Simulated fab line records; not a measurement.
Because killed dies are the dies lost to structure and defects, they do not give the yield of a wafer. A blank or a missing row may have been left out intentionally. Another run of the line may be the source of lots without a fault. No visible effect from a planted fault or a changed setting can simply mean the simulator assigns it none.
Split-lot experiment | flow gf180mcu | on a route of 602 steps: 5 lots, 23 wafers read

== THE SPLIT ==
At GF_DUAL_GATE_COAT_06 (resist thk 1000 nm), the setting spin-rpm was moved away from the recipe's 3000 rpm on 10 of the 23 wafers read, by -5.0% to +2.9%. All remaining wafers had this setting at the recipe value.

The reading comes from the split's own step.

== THE READING ==
NOVOLAK_of_DUAL_GATE_COAT_06.thk-nm (the simulator's own value, which no gauge read), in nm, at GF_DUAL_GATE_COAT_06 (resist thk 1000 nm). No usual value for it is given in the file. Across the 13 wafers here that went through the recipe, the average is 999.3 nm and the standard deviation 3.3 nm.

wafer  | tool, chamber at the split | spin-rpm as run, rpm | against the recipe | NOVOLAK_of_DUAL_GATE_COAT_06.thk-nm, nm | against lot-mates on the recipe
L077.1 | litho-track-04, 0          | 3000                 | recipe             | 1001                                    | -
L077.2 | litho-track-04, 0          | 3000                 | recipe             | 1003                                    | -
L077.3 | litho-track-04, 0          | 2925                 | -2.5%              | 1019                                    | +17.0
L077.5 | litho-track-04, 0          | 2925                 | -2.5%              | 1018                                    | +16.0
L077.6 | litho-track-04, 0          | 3000                 | recipe             | 1002                                    | -
L078.1 | litho-track-01, 0          | 3000                 | recipe             | 1000                                    | -
L078.2 | litho-track-01, 0          | 2865                 | -4.5%              | 1021                                    | +20.0
L078.3 | litho-track-01, 0          | 2865                 | -4.5%              | 1022                                    | +21.0
L078.5 | litho-track-01, 0          | 3000                 | recipe             | 1002                                    | -
L078.6 | litho-track-01, 0          | 2865                 | -4.5%              | 1025                                    | +24.0
L079.1 | litho-track-04, 0          | 3000                 | recipe             | 1003                                    | -
L079.4 | litho-track-04, 0          | 3000                 | recipe             | 1002                                    | -
L079.6 | litho-track-04, 0          | 3000                 | recipe             | 998.4                                   | -
L082.1 | litho-track-01, 0          | 3000                 | recipe             | 998.1                                   | -
L082.2 | litho-track-01, 0          | 3088                 | +2.9%              | 985.8                                   | -13.2
L082.3 | litho-track-01, 0          | 3088                 | +2.9%              | 983.1                                   | -15.9
L082.5 | litho-track-01, 0          | 3088                 | +2.9%              | 985.3                                   | -13.8
L082.6 | litho-track-01, 0          | 3000                 | recipe             | 1000                                    | -
L084.1 | litho-track-03, 0          | 2851                 | -5.0%              | 1018                                    | +24.1
L084.2 | litho-track-03, 0          | 3000                 | recipe             | 994.5                                   | -
L084.4 | litho-track-03, 0          | 3000                 | recipe             | 994.1                                   | -
L084.5 | litho-track-03, 0          | 3000                 | recipe             | 993.2                                   | -
L084.6 | litho-track-03, 0          | 2851                 | -5.0%              | 1021                                    | +27.1

THE FIT
A straight line over all 23 wafers: NOVOLAK_of_DUAL_GATE_COAT_06.thk-nm changes by -4.94 nm for each +1% of spin-rpm; r = -0.96; the points scatter about the line by 3.7 nm.
The same after taking each lot's own level away (the mean of its wafers on the recipe; 23 wafers): -5.05 nm for each +1%; r = -0.99; scatter 1.8 nm.
The reading moves by 25 nm for the largest change in spin-rpm, on that fit.
Measured against the standard deviation above, the lots' own levels, which go from 993.93 to 1002.00 nm, span 2.4 times it.
The two slopes agree, so the slope changes little with the lot-to-lot level.
Check: for one of the wafers moved furthest among these (-5.0%), held out of the fit, the line's prediction against its lot-mates is +25.6 nm. Against them it came out at +24.1 nm.

== FURTHER SPLITS ON THESE WAFERS ==
Other splits were also applied to these wafers ahead of the reading. Each is held against what the fit with the lots' levels taken away leaves over:
other split on the same wafers       | wafers away from the commonest value | r with NOVOLAK_of_DUAL_GATE_COAT_06.thk-nm (lot level and that fit taken away)
GF_STI_OXIDATION_01 temp-c           | 15                                   | +0.06
GF_STI_OXIDATION_29 ox-time-s        | 15                                   | +0.40
GF_MVSD_COAT_02 spin-rpm             | 11                                   | -0.17
GF_MVSD_IMPLANT_08 dose-cm2          | 9                                    | -0.06
GF_MVPSD_IMPLANT_09 energy-kev       | 9                                    | +0.00
GF_VT_IMPLANT_IMPLANT_30 dose-cm2    | 9                                    | +0.17
GF_VT_IMPLANT_STRIP_31 platen-temp-c | 6                                    | +0.06

== THE WHOLE CHAIN: every reading that the file lists as answering this split, in the file's order ==
step                  | what it does       | reading                                                                              | change (the file's fit)              | r (the file's)
GF_DUAL_GATE_COAT_06  | resist thk 1000 nm | NOVOLAK_of_DUAL_GATE_COAT_06.thk-nm (the simulator's own value, which no gauge read) | -5.13 nm for each +1% of the setting | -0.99
GF_DUAL_GATE_STRIP_13 | strips in O2/N2    | strip-time-to-endpoint-s                                                             | withheld for each +1% of the setting | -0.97

== FILE'S OWN FIT ==
NOVOLAK_of_DUAL_GATE_COAT_06.thk-nm changes by -5.13 nm for each +1% of spin-rpm, r = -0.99.
